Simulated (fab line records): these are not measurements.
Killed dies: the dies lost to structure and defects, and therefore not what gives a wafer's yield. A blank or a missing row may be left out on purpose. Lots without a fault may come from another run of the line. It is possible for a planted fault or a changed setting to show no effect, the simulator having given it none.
fab line records ; flow sky130
record: lots: 11; wafers: 33; lastDay: 50
route steps=708 shown METAL1@453 METAL2@485 VIA2@520 PAD_OPEN@708
lots that met no fault: from a run of the same line without faults
startH: the number of hours between the record's first day and the start of the first shown wafer of the lot ; waitH: hours from the lot's prior step to this one ; " identical to the entry in the row above ; L1.1+2: one row covering several wafers at once ; - no value present, or no start provided ; * or withheld: withheld ; < > ~ a bound
route shown NAME@n: NAME is a module with steps in the file, n the number in the route of the first one ; usual: mean and standard deviation over wafers with no fault ; same: alike in all rows ; chamber/n: place in a boat ; sites: the reading at each site ; _std_site: standard deviation of those values ; _edge_site: outer sites' mean less inner sites' ; radiusMm: for every site, how far away it sits from the centre of the wafer ; mask NAME#n: copy n ; behind: tool/chamber where the wafer was last shaped ; hold: reason for holding the lot/hours on hold/outcome of the hold ; device: whichever transistor did not switch (one of n, p or np) ; end of line: the same wafers' tests at the end of the route ; step lacking rows: just its recipe ; killed: not the wafer's yield, but the dies lost to structure and defects at the first sort ; map: the dies of a wafer, with x for killed, . for not killed, _ for no die there
set.NAME: the setting that was run; set.NAME@STEP: the one run at that earlier step ; model.NAME: the simulator's own value behind a step, which no gauge read
steps of the route over a sample of lots; a table a step, a row a wafer
services: a tool's chamber out of use, with start hour (startH, from the record's first day; less than 0 if before it), hours out, and reason
== steps ==
step: SKY_METAL1_METAL_ETCH_19
recipe: targetDepthA: 3600; stopOn: SiO2; overEtchFrac: 0.3; timeS: 78; chemistry: Cl2/BCl3; resistSidewallDeg: 88; pressureMtorr: 10; icpW: 900; biasW: 48.5; Cl2_flow_sccm: 60; bcl3FlowSccm: 30
usual: biasW: 48.52/0.15; drypumpMotorCurrentA: 5.9/0.43; oesProductAu: 0.854/0.0062; throttleValvePct: 22.265/0.0097
lot.wafer;tool;chamber;startH;waitH;biasW;drypumpMotorCurrentA;oesProductAu;rfHoursCounterH;throttleValvePct
L272.1;rieMetal-03;0;783.47;0.0;48.44;5.0;0.854;7;22.253
L272.3;rieMetal-03;0;783.47;0.0;48.50;5.0;0.853;-;22.251
L272.4;rieMetal-03;1;783.47;0.0;48.63;5.9;0.856;-;22.262
L273.1;rieMetal-01;1;792.73;0.0;48.52;5.8;0.857;11;22.258
L273.4;rieMetal-01;0;792.73;0.0;48.52;6.3;0.840;-;22.264
L273.6;rieMetal-01;0;792.73;0.0;48.60;6.3;0.847;-;22.264
L274.2;rieMetal-02;1;796.13;0.0;48.42;6.3;0.857;13;22.267
L274.3;rieMetal-02;1;796.13;0.0;48.36;6.3;0.865;-;22.263
L274.5;rieMetal-02;0;796.13;0.0;48.44;6.2;0.857;-;22.269
L276.2;rieMetal-03;0;808.93;0.0;48.65;5.0;0.867;8;22.278
L276.3;rieMetal-03;1;808.93;0.0;48.41;5.9;0.865;-;22.263
L276.6;rieMetal-03;0;808.93;0.0;48.43;5.0;0.853;-;22.266
L277.2;rieMetal-03;0;817.94;0.0;48.67;5.0;0.848;8;22.280
L277.5;rieMetal-03;1;817.94;0.0;48.06;5.9;0.855;-;22.270
L277.6;rieMetal-03;0;817.94;0.0;48.71;5.0;0.862;-;22.262
L278.2;rieMetal-01;1;823.78;0.0;48.53;5.9;0.863;12;22.258
L278.3;rieMetal-01;0;823.78;0.0;48.38;6.3;0.857;-;22.265
L278.6;rieMetal-01;1;823.78;0.0;48.59;5.9;0.862;-;22.268
L279.3;rieMetal-02;0;831.96;0.1;48.89;6.2;0.845;-;22.271
L279.4;rieMetal-02;1;831.96;0.1;48.58;6.3;0.860;-;22.281
L279.6;rieMetal-02;1;831.96;0.1;48.75;6.3;0.851;-;22.280
L280.2;rieMetal-01;1;849.53;0.0;48.60;5.9;0.859;13;22.265
L280.4;rieMetal-01;1;849.53;0.0;48.52;5.9;0.856;-;22.248
L280.6;rieMetal-01;0;849.53;0.0;48.51;6.3;0.849;-;22.247
L290.1;rieMetal-03;0;917.38;0.0;48.53;5.0;0.857;12;22.260
L290.3;rieMetal-03;0;917.38;0.0;48.39;5.0;0.856;-;22.250
L290.6;rieMetal-03;1;917.38;0.0;48.58;5.8;0.856;-;22.276
L291.1;rieMetal-02;0;922.93;0.0;48.54;6.2;0.862;12;22.260
L291.4;rieMetal-02;0;922.93;0.0;48.69;6.2;0.861;-;22.254
L291.5;rieMetal-02;1;922.93;0.0;48.56;6.3;0.870;-;22.265
L293.3;rieMetal-01;0;948.05;0.1;48.44;6.3;0.854;-;22.284
L293.4;rieMetal-01;1;948.05;0.1;48.69;5.8;0.846;-;22.247
L293.5;rieMetal-01;0;948.05;0.1;48.67;6.3;0.855;-;22.251
step: SKY_METAL2_SPUTTER_02
recipe: material: AlCu; targetThkNm: 250; powerW: 10600; timeS: 13.3; chamberPressurePa: 0.4
usual: throttleValvePct: 29.4/1.3
lot.wafer;tool;chamber;startH;waitH;throttleValvePct
L272.1;pvdSputter-03;-;813.81;0.0;28.8
L272.3;pvdSputter-03;-;813.81;0.0;29.8
L272.4;pvdSputter-03;-;813.81;0.0;30.3
L273.1;pvdSputter-04;-;822.55;0.0;28.7
L273.4;pvdSputter-04;-;822.55;0.0;30.8
L273.6;pvdSputter-04;-;822.55;0.0;30.8
L274.2;pvdSputter-04;-;826.43;0.0;30.2
L274.3;pvdSputter-04;-;826.43;0.0;28.6
L274.5;pvdSputter-04;-;826.43;0.0;30.9
L276.2;pvdSputter-03;-;837.98;0.0;30.1
L276.3;pvdSputter-03;-;837.98;0.0;28.6
L276.6;pvdSputter-03;-;837.98;0.0;28.6
L277.2;pvdSputter-04;-;846.89;0.0;28.4
L277.5;pvdSputter-04;-;846.89;0.0;29.6
L277.6;pvdSputter-04;-;846.89;0.0;28.9
L278.2;pvdSputter-04;-;853.59;0.0;30.2
L278.3;pvdSputter-04;-;853.59;0.0;28.8
L278.6;pvdSputter-04;-;853.59;0.0;28.6
L279.3;pvdSputter-02;-;860.83;0.0;30.1
L279.4;pvdSputter-02;-;860.83;0.0;28.7
L279.6;pvdSputter-02;-;860.83;0.0;31.2
L280.2;pvdSputter-02;-;878.76;0.0;26.5
L280.4;pvdSputter-02;-;878.76;0.0;31.4
L280.6;pvdSputter-02;-;878.76;0.0;28.8
L290.1;pvdSputter-03;-;945.52;0.0;28.9
L290.3;pvdSputter-03;-;945.52;0.0;28.0
L290.6;pvdSputter-03;-;945.52;0.0;29.7
L291.1;pvdSputter-02;-;950.11;0.0;31.2
L291.4;pvdSputter-02;-;950.11;0.0;28.7
L291.5;pvdSputter-02;-;950.11;0.0;31.4
L293.3;pvdSputter-04;-;975.34;0.0;29.0
L293.4;pvdSputter-04;-;975.34;0.0;30.1
L293.5;pvdSputter-04;-;975.34;0.0;28.5
step: SKY_METAL2_METAL_ETCH_19
recipe: targetDepthA: 3600; stopOn: SiO2; overEtchFrac: 0.3; timeS: 78; chemistry: Cl2/BCl3; resistSidewallDeg: 88; pressureMtorr: 10; icpW: 900; biasW: 48.5; Cl2_flow_sccm: 60; bcl3FlowSccm: 30
usual: biasW: 48.48/0.15; drypumpMotorCurrentA: 5.8/0.51; oesProductAu: 0.854/0.0063; throttleValvePct: 22.263/0.0092
lot.wafer;tool;chamber;startH;waitH;biasW;drypumpMotorCurrentA;oesProductAu;rfHoursCounterH;throttleValvePct
L272.1;rieMetal-02;1;841.11;0.0;48.40;6.3;0.856;14;22.259
L272.3;rieMetal-02;1;841.11;0.0;48.31;6.3;0.859;-;22.254
L272.4;rieMetal-02;0;841.11;0.0;48.73;6.2;0.858;-;22.252
L273.1;rieMetal-03;1;848.58;0.0;48.75;5.8;0.853;14;22.269
L273.4;rieMetal-03;1;848.58;0.0;48.56;5.8;0.859;-;22.268
L273.6;rieMetal-03;1;848.58;0.0;48.77;5.8;0.846;-;22.279
L274.2;rieMetal-02;0;853.77;0.0;48.45;6.2;0.850;8;22.275
L274.3;rieMetal-02;0;853.77;0.0;48.57;6.2;0.853;-;22.262
L274.5;rieMetal-02;0;853.77;0.0;48.62;6.2;0.853;-;22.275
L276.2;rieMetal-02;1;864.91;0.0;48.70;6.3;0.853;16;22.261
L276.3;rieMetal-02;1;864.91;0.0;48.54;6.3;0.855;-;22.270
L276.6;rieMetal-02;1;864.91;0.0;48.53;6.3;0.854;-;22.270
L277.2;rieMetal-02;1;873.33;0.0;48.49;6.3;0.846;16;22.276
L277.5;rieMetal-02;1;873.33;0.0;48.38;6.3;0.862;-;22.278
L277.6;rieMetal-02;0;873.33;0.0;48.60;6.2;0.852;-;22.250
L278.2;rieMetal-02;0;880.33;0.0;48.52;6.2;0.856;9;22.252
L278.3;rieMetal-02;1;880.33;0.0;45.90;6.3;0.836;-;22.271
L278.6;rieMetal-02;0;880.33;0.0;48.42;6.2;0.856;-;22.263
L279.3;rieMetal-04;0;887.24;0.1;48.38;6.2;0.854;-;22.264
L279.4;rieMetal-04;1;887.24;0.1;48.66;5.2;0.863;-;22.260
L279.6;rieMetal-04;0;887.24;0.1;48.49;6.1;0.855;-;22.246
L280.2;rieMetal-03;1;904.31;0.0;48.57;5.9;0.864;16;22.255
L280.4;rieMetal-03;0;904.31;0.0;48.41;5.0;0.859;-;22.262
L280.6;rieMetal-03;1;904.31;0.0;48.36;5.8;0.863;-;22.263
L290.1;rieMetal-03;1;970.72;0.0;48.41;5.9;0.852;1;22.263
L290.3;rieMetal-03;1;970.72;0.0;48.35;5.9;0.856;-;22.273
L290.6;rieMetal-03;0;970.72;0.0;48.48;5.0;0.871;-;22.262
L291.1;rieMetal-03;0;974.68;0.0;48.36;5.0;0.851;15;22.254
L291.4;rieMetal-03;1;974.68;0.0;48.42;5.9;0.851;-;22.263
L291.5;rieMetal-03;1;974.68;0.0;48.27;5.9;0.854;-;22.259
L293.3;rieMetal-04;1;999.21;0.1;48.30;5.2;0.852;-;22.262
L293.4;rieMetal-04;0;999.21;0.1;48.50;6.1;0.849;-;22.239
L293.5;rieMetal-04;0;999.21;0.1;48.64;6.2;0.861;-;22.277
step: SKY_VIA2_OVL_MEAS_13
usual: VIA2_OVL: 3/5.4
lot.wafer;tool;chamber;startH;waitH;VIA2_OVL[nm]
L272.1;overlay-02;-;869.76;0.1;10
L272.3;overlay-02;-;869.76;0.1;13
L272.4;overlay-02;-;869.76;0.1;10
L273.1;overlay-01;-;876.03;0.1;4
L273.4;overlay-01;-;876.03;0.1;-2
L273.6;overlay-01;-;876.03;0.1;-1
L274.2;overlay-01;-;881.86;0.1;4
L274.3;overlay-01;-;881.86;0.1;-4
L274.5;overlay-01;-;881.86;0.1;4
L276.2;overlay-02;-;891.96;0.1;6
L276.3;overlay-02;-;891.96;0.1;-7
L276.6;overlay-02;-;891.96;0.1;3
L277.2;overlay-02;-;900.26;0.1;10
L277.5;overlay-02;-;900.26;0.1;3
L277.6;overlay-02;-;900.26;0.1;6
L278.2;overlay-02;-;906.74;0.1;0
L278.3;overlay-02;-;906.74;0.1;5
L278.6;overlay-02;-;906.74;0.1;2
L279.3;overlay-02;-;914.24;0.1;10
L279.4;overlay-02;-;914.24;0.1;16
L279.6;overlay-02;-;914.24;0.1;7
L280.2;overlay-02;-;930.89;0.1;5
L280.4;overlay-02;-;930.89;0.1;-1
L280.6;overlay-02;-;930.89;0.1;4
L290.1;overlay-02;-;995.21;0.1;9
L290.3;overlay-02;-;995.21;0.1;4
L290.6;overlay-02;-;995.21;0.1;7
L291.1;overlay-01;-;998.96;0.1;10
L291.4;overlay-01;-;998.96;0.1;3
L291.5;overlay-01;-;998.96;0.1;7
L293.3;overlay-01;-;1023.51;0.1;1
L293.4;overlay-01;-;1023.51;0.1;-6
L293.5;overlay-01;-;1023.51;0.1;-1
step: SKY_PAD_OPEN_PROBE_99
usual: defectLimitedYield: 82.7/2.1; killed_at_M0_to_M3: 43/7.2; killed_at_M4_up: 3.0/1.7; killedAtContacts: 24/5.3; killedAtFrontEnd: 15/4.6; killedAtOther: 0.3/0.5; killedDies: 85/10; killedOpen: 46/7.2; killedShort: 39/6.4; sort_bin_3_pad_short: 0.9/0.42; sort_bin_5_function: 10.2/1.6; sort_bin_6_memory: 6.2/1; sortNPass: 407/10; sortYieldPct: 82.7/2.1
same: grossDies: 492; killedAtBackSide: 0; sort_bin_4_leakage[%]: 0; sort_bin_8_speed[%]: 0
lot.wafer;tool;chamber;startH;waitH;defectLimitedYield[%];killed_at_M0_to_M3;killed_at_M4_up;killedAtContacts;killedAtFrontEnd;killedAtOther;killedDies;killedOpen;killedShort;sort_bin_3_pad_short[%];sort_bin_5_function[%];sort_bin_6_memory[%];sortNPass;sortYieldPct[%]
L279.3;prober-01;-;1128.06;0.2;80.7;39;4;39;13;0;95;58;37;0.8;11.6;6.9;397;80.7
L279.4;prober-01;-;1128.11;0.2;80.3;47;3;37;10;0;97;51;46;0.8;10.4;8.5;395;80.3
L279.6;prober-01;-;1128.21;0.2;83.3;43;4;21;13;1;82;39;43;0.6;10.2;5.9;410;83.3
killed by level:class
L279.3 CONTACT:geometricParticle:open=18 VIA1:geometricParticle:open=10 LI_CONTACT:geometricParticle:open=8 CONTACT:geometricParticle:short=8 METAL2:geometricParticle:short=6 VIA3:geometricParticle:open=5 FIELD_ISO:geometricParticle:open=4 VIA2:geometricParticle:open=4
L279.4 CONTACT:geometricParticle:open=13 VIA1:geometricParticle:open=10 CONTACT:geometricParticle:short=9 VIA3:geometricParticle:open=9 LI_CONTACT:geometricParticle:open=8 METAL2:geometricParticle:short=7 VIA1:geometricParticle:short=6 LI_CONTACT:geometricParticle:short=4
L279.6 VIA1:geometricParticle:open=11 LI_CONTACT:geometricParticle:open=6 VIA1:geometricParticle:short=6 METAL2:geometricParticle:short=6 VIA2:geometricParticle:open=5 CONTACT:geometricParticle:open=5 FIELD_ISO:geometricParticle:short=4 LOCAL_INTERCONNECT:geometricParticle:short=4
== services ==
tool;chamber;startH;hours;kind
pvdSputter-02;-;782.67;3.3;repair
pvdSputter-04;-;786.95;4.6;repair
pvdSputter-03;-;821.12;5.7;repair
pvdSputter-02;-;833.03;6.0;repair
pvdSputter-02;-;848.86;2.2;repair
rieMetal-04;0;874.60;2.1;repair
rieMetal-02;1;882.65;29.8;repair
rieMetal-03;-;886.73;1.2;repair
rieMetal-01;0;890.74;2.3;repair
pvdSputter-03;-;911.40;2.3;repair
pvdSputter-02;-;922.04;4.1;repair
rieMetal-01;-;931.59;0.7;repair
rieMetal-03;1;935.00;-;clean
rieMetal-03;1;935.00;16.0;scheduledDown
rieMetal-03;1;935.00;16.0;ventCycle
rieMetal-02;1;935.85;-;clean
rieMetal-02;1;935.85;20.5;scheduledDown
rieMetal-02;1;935.85;20.5;ventCycle
pvdSputter-02;-;941.44;5.5;repair
pvdSputter-02;-;952.73;1.2;repair
rieMetal-02;-;973.41;2.8;pm
pvdSputter-03;-;982.94;2.3;repair
rieMetal-01;1;986.72;-;clean
pvdSputter-03;-;990.50;90.0;repair
== key ==
firstSign: step: SKY_METAL2_METAL_ETCH_19; reading: biasW; direction: down; sigmas: 18; usual: 48.48; struck: 45.90
effect none on later readings
metAt SKY_METAL2_METAL_ETCH_19
struckLots L278
struckWafers L278.3
notActingAt SKY_METAL1_METAL_ETCH_19,SKY_METAL2_SPUTTER_02,SKY_VIA2_OVL_MEAS_13
onsetBetween 873.33 880.33
fault: kind: processParameterDrift; tool: rieMetal-02; chamber: 1; onsetH: 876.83; steps: SKY_METAL2_METAL_ETCH_19; channel: biasW; offset: -2.786; shape: step; endH: 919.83; actsIn: theseRecipesOnly; stated: 48.5
